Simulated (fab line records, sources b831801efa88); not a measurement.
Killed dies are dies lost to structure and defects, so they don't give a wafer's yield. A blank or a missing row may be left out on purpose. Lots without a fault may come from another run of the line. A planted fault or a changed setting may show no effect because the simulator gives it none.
Problem report in the 8D (eight disciplines) form, filled by code | flow sky130 | the parts of the form that need people (team, actions taken, sign-off) are left out

1. THE PROBLEM
dose_ions_cm2 at SKY_VT_ADJUST_HVTP_IMPLANT_09 reads a mean of 4.736e+12 on 9 wafers of 3 lots; wafers without a fault read 4.299e+12 with a standard deviation of 4.5e+09. That is +97 standard deviations from the usual mean.
First seen on wafer L918.1, day 11 16:07, on implanter-03. The record holds 21 wafers of 7 lots with a number at this step. Rule for "out", or "out of limits": more than 4 standard deviations from the usual mean. The other wafers with a number count as sound.

2. WHAT IT IS AND WHAT IT IS NOT
question                    | is                     | is not
which readings at this step | dose_ions_cm2          | end_station_pressure_torr
which lots                  | L918, L919, L920       | L902, L904, L910, L913
which wafers of those lots  | all that have a number | -
read on which tools         | implanter-03           | implanter-04
when                        | from day 11 16:07      | up to then (12 sound wafers)

3. SUSPECTS, AND WHAT RULES EACH OUT
Counting: a tool at a process step up to the reading stays a suspect if it ran every lot that is out and no sound lot after the first of them.
- implanter-03 at SKY_VT_ADJUST_HVTP_IMPLANT_09: kept. It ran every lot that is out, first L918 (day 11 16:07), and no sound lot after that; its last sound lot up to then is L910 (day 9 13:06). Its own readings are out on those wafers: dose_ions_cm2.
Left after counting: implanter-03 at SKY_VT_ADJUST_HVTP_IMPLANT_09.

4. THE CAUSE (what the simulator had put in)
Process parameter drift: implanter-03, from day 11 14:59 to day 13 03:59, at SKY_VT_ADJUST_HVTP_IMPLANT_09. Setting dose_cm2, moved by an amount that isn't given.
Counting left only this tool.

5. THE CHAIN OF EFFECTS, in route order
Each row: a reading whose mean over the struck wafers that have a number lies more than 3 standard deviations from the usual. Only readings for which the record gives a usual standard deviation are gone through. hours: the time from each lot's start at the first step in this table that gives one to its start at this step, as a median over the lots. sigmas: the change in usual standard deviations.
hours | step                          | reading            | usual     | on struck wafers | change     | sigmas
0     | SKY_VT_ADJUST_HVTP_IMPLANT_09 | dose_ions_cm2      | 4.299e+12 | 4.736e+12        | +4.370e+11 | +97
0     | SKY_VT_ADJUST_HVTP_IMPLANT_09 | faraday_current_uA | 24.3      | 26.8             | +2.5       | +5.2
The process steps in it:
- SKY_VT_ADJUST_HVTP_IMPLANT_09

6. WHAT WOULD HAVE CAUGHT IT SOONER
In this record the first reading out of limits was taken at day 11 16:07, 1 hour after the fault began at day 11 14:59.
